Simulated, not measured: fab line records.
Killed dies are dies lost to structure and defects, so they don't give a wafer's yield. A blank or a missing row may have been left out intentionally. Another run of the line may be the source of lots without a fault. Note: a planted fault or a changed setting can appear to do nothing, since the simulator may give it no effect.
Comparing a struck lot with a sound one | flow gf180mcu | 14 steps out of a route of 602
Sound: the wafers L546.2, L546.4, L546.5. Struck: wafers L540.1, L540.3, L540.6. The cause comes at the end.
For every step that has rows: the tool of each side, followed by ch and its chambers, followed by its first start. Under that, the readings that differ: sound wafers | struck wafers | difference of the means | sigmas: that difference in standard deviations of wafers without a fault.
alike: a reading whose means differ by less than 2 such deviations, as well as words and numbers matching on both sides. not compared: withheld readings; readings where some wafer has no value; bounds like >300 that might hide an equal value; numbers whose values overlap and for which the record gives no deviation.
Wherever a step has rows on one side only, a row that says differs or no value, or a row with sigmas, the two part there. Non-overlapping numbers with no deviation appear without sigmas and do not part them. A reading that every wafer of one side lacks parts them only if that side has two wafers or more.

first, 1 step without rows for these wafers: GF_V3_CVD_00 (deposits SiO2, target thk 600 nm, time 100 s).
GF_V3_THK_MEAS_01:
  sound on film-metro-04, day 27 09:19; struck on film-metro-04, day 25 07:27
  alike: V3_CVD_00_THK
GF_V3_CVD_02: deposits SiO2 from TEOS, target thk 850 nm, time 94.851 s.
  sound on pecvd-04 ch 0,1, day 27 09:22; struck on pecvd-04 ch 0,1,2, day 25 07:31
  alike: heater-power-outer-w, heater-power-w, susceptor-temp-C
  not compared: since-wet-clean-h
GF_V3_THK_MEAS_03:
  sound on film-metro-01, day 27 09:26; struck on film-metro-01, day 25 07:35
  alike: V3_CVD_02_THK
GF_V3_CMP_04: polishes SiO2.
  sound on cmp-01 ch 0,1, day 27 09:29; struck on cmp-02 ch 0,1,3, day 25 07:41
  alike: motor-current-A, time-to-endpoint-s
GF_V3_BOW_MEAS_05:
  sound on film-metro-01, day 27 09:49; struck on film-metro-04, day 25 07:56
  alike: V3_BOW
then, 6 steps without rows for these wafers: GF_V3_DEHYDRATE_06 (time 60 s); GF_V3_HMDS_07 (prime time 60 s); GF_V3_COAT_08; GF_V3_COAT_09 (resist thk 1000 nm); GF_V3_SOFTBAKE_10 (time 60 s); GF_V3_EXPOSE_11 (exposes mask Via3, target cd 260 nm).
GF_V3_PEB_12: peb time 90 s.
  struck on litho-track-03, day 26 04:34; sound on litho-track-01 ch 0, day 28 05:59
  no value came back on the struck wafers for chill-plate-temp-C (C), exhaust-pa (Pa), heater-power-total-W (W); on the sound wafers chill-plate-temp-C (C) reads 22.87 22.97 22.96
then, 1 step without rows for these wafers: GF_V3_DEVELOP_13 (develop time 60 s).

WHERE THEY PART
Only at GF_V3_PEB_12, within this record.

WHY: what the simulator had put in
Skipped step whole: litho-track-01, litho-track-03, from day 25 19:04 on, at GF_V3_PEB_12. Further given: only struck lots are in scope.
